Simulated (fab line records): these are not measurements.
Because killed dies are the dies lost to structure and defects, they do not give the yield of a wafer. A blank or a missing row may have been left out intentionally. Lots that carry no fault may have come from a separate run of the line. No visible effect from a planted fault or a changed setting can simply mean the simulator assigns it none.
A lot that was struck, set against a sound lot	flow sky130	15 steps out of a route of 708
Sound: wafers L624.1, L624.3, L624.6. The struck wafers were L636.1, L636.5, L636.6. At the end, the cause is stated.
At each step with rows: each side's tool, then ch and its chambers, then its first start. Under that, the readings that differ: sound wafers	struck wafers	difference of the means	sigmas: that difference in standard deviations of wafers without a fault.
alike: same words and numbers on both sides, and readings whose means sit less than 2 such deviations apart. not compared: any withheld reading, any reading some wafer has no value for, any bound like >300 that may hide the same value, and any number with overlapping values for which the record gives no deviation.
The two part at a step that has a row with sigmas, a row that says differs or no value, or rows on one side only. Numbers that have no deviation but don't overlap get no sigmas and don't part them. Lack of a reading on every wafer of one side parts them only where that side has two or more wafers.

first, 4 steps without rows for these wafers: SKY_CONTACT_STRIP_20 (strips in post etch residue remover, time 1200 s); SKY_CONTACT_CLEAN_21 (cleans in IPA, time 180 s); SKY_CONTACT_CLEAN_22 (cleans in O3/DIW); SKY_CONTACT_SPUTTER_23 (material TiN, target thk 20 nm, time 80 s).
SKY_CONTACT_CVD_24: deposits W, target thk 340 nm, time 102.12 s.
  sound on cvd-w-02 ch 0, day 32 19:37; struck on cvd-w-02 ch 0,1, day 37 00:44
  alike: heater-power-w, susceptor-temp-C
SKY_CONTACT_RS_MEAS_25: measures by four-point-probe.
  sound on film-metro-03 at day 32 19:44; struck on film-metro-01 at day 37 00:50
  alike: CONTACT_W_RS
SKY_CONTACT_THK_MEAS_26: measures by xrf.
  sound on film-metro-03 at day 32 19:51; struck on film-metro-01 at day 37 00:58
  alike: CONTACT_W_THK
SKY_CONTACT_CMP_27: polishes, stops on SiO2, t overpolish 15 s, target thk 0 nm.
  sound on cmp-02 ch 0,1, day 32 19:55; struck on cmp-02 ch 2,3, day 37 01:01
reading	sound	struck	difference	sigmas
motor-current-A (A)	10.3 10.6 9.8	14.0 14.0 12.5	+3.3	+2
  alike: overpolish-run-s, slurry-filter-dp-kPa, time-to-endpoint-s
SKY_METAL1_SPUTTER_00: material Ti, target thk 15 nm, time 10 s.
  sound on pvd-sputter-01 at day 32 20:13; struck on pvd-sputter-01 at day 37 01:19
  alike: cathode-dc-power-W, chamber-pressure-pa, throttle-valve-pct
then, 1 step without rows for these wafers: SKY_METAL1_SPUTTER_01 (material TiN, target thk 20 nm, time 16.7 s).
SKY_METAL1_SPUTTER_02: material AlCu, target thk 250 nm, time 13.3 s.
  sound on pvd-sputter-01 at day 32 20:16; struck on pvd-sputter-01 at day 37 01:22
reading	sound	struck	difference	sigmas
chamber-pressure-pa (Pa)	0.3979 0.3995 0.3992	0.4014 0.4014 0.4009	+0.0024	+3
  alike: cathode-dc-power-W, throttle-valve-pct
SKY_METAL1_SPUTTER_03: material Ti, target thk 5 nm, time 3.3 s.
  sound on pvd-sputter-01 at day 32 20:17; struck on pvd-sputter-01 at day 37 01:24
  alike: cathode-dc-power-W, chamber-pressure-pa, throttle-valve-pct
SKY_METAL1_SPUTTER_04: material TiN, target thk 70 nm, time 58.3 s.
  sound on pvd-sputter-01 at day 32 20:18; struck on pvd-sputter-01 at day 37 01:25
  no value came back on the struck wafers for cathode-dc-power-W (W), chamber-pressure-pa (Pa), throttle-valve-pct (%); on the sound wafers cathode-dc-power-W (W) reads 6501.3 6496.9 6498.7
SKY_METAL1_THK_MEAS_06: measures by xrf.
  sound on film-metro-02 at day 32 20:28; struck on film-metro-02 at day 37 01:35
reading	sound	struck	difference	sigmas
METAL1_ALCU_THK (nm)	249 252 246	282 284 286	+35	+9
then, 1 step without rows for these wafers: SKY_METAL1_DEHYDRATE_07 (time 60 s).

## WHERE THEY PART
Earliest at SKY_CONTACT_CMP_27; latest, in this record, at SKY_METAL1_THK_MEAS_06.

WHY: the cause the simulator had injected
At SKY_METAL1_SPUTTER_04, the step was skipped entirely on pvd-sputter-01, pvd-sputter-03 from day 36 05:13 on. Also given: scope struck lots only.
